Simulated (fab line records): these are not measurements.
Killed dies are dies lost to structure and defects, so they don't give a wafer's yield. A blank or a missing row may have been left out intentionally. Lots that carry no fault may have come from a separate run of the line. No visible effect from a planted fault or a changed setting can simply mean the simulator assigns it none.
Which tool is to blame? | flow gf180mcu | 18 wafers from 6 lots sampled at 3 of the route's 602 steps

WHAT THE GAUGES SHOWED, per wafer
GF_HV_LDD_TW_MEAS_50.
lot  | measured     | on            | HV_LDD_4_TW
L201 | day 12 18:39 | film-metro-02 | 576 573 574
L204 | day 13 18:27 | film-metro-02 | 563 564 563
L214 | day 17 11:15 | film-metro-03 | 565 567 570
L216 | day 17 21:04 | film-metro-02 | 569 568 566
L218 | day 18 15:49 | film-metro-03 | 571 572 575
L221 | day 19 10:57 | film-metro-03 | 569 570 569

EACH LOT AND THE TOOL THAT RAN IT (in order: tool; ch and the chambers of the sampled wafers; start)
lot  | GF_DUAL_GATE_STRIP_13                | GF_HV_LDD_IMPLANT_48
L201 | plasma-asher-03 ch 0,1, day 8 16:43  | implanter-04 ch 0, day 12 18:24
L204 | plasma-asher-02 ch 0,1, day 9 09:34  | implanter-04 ch 0, day 13 18:12
L214 | plasma-asher-02 ch 0,1, day 12 11:47 | implanter-04 ch 0, day 17 11:02
L216 | plasma-asher-03 ch 0,1, day 12 20:48 | implanter-04 ch 0, day 17 20:50
L218 | plasma-asher-03 ch 1, day 13 15:08   | implanter-04 ch 0, day 18 15:31
L221 | plasma-asher-03 ch 0,1, day 14 12:07 | implanter-04 ch 0, day 19 10:42
- GF_DUAL_GATE_STRIP_13: strips in O2/N2.
- GF_HV_LDD_IMPLANT_48

THE ANSWER, worked out from the rows above alone
Rule: what is usual is taken from the lots themselves. Put in order of their means at a reading, lots are off if they are a third of the lots or fewer, leave a main group of 4 or more, and stand apart from it by a gap of 3 or more times the standard deviation of the main group's means; of several such gaps the widest counts. If all means in a main group match to the digits the tables above print for the reading, that group is not used. Also off: a lot with no number at a reading for which 4 or more lots have one. Any other lot the step has rows for is counted as sound.
No lot is off at any reading shown: from this, nothing can be told.

WHAT THE SIMULATOR HAD INSERTED
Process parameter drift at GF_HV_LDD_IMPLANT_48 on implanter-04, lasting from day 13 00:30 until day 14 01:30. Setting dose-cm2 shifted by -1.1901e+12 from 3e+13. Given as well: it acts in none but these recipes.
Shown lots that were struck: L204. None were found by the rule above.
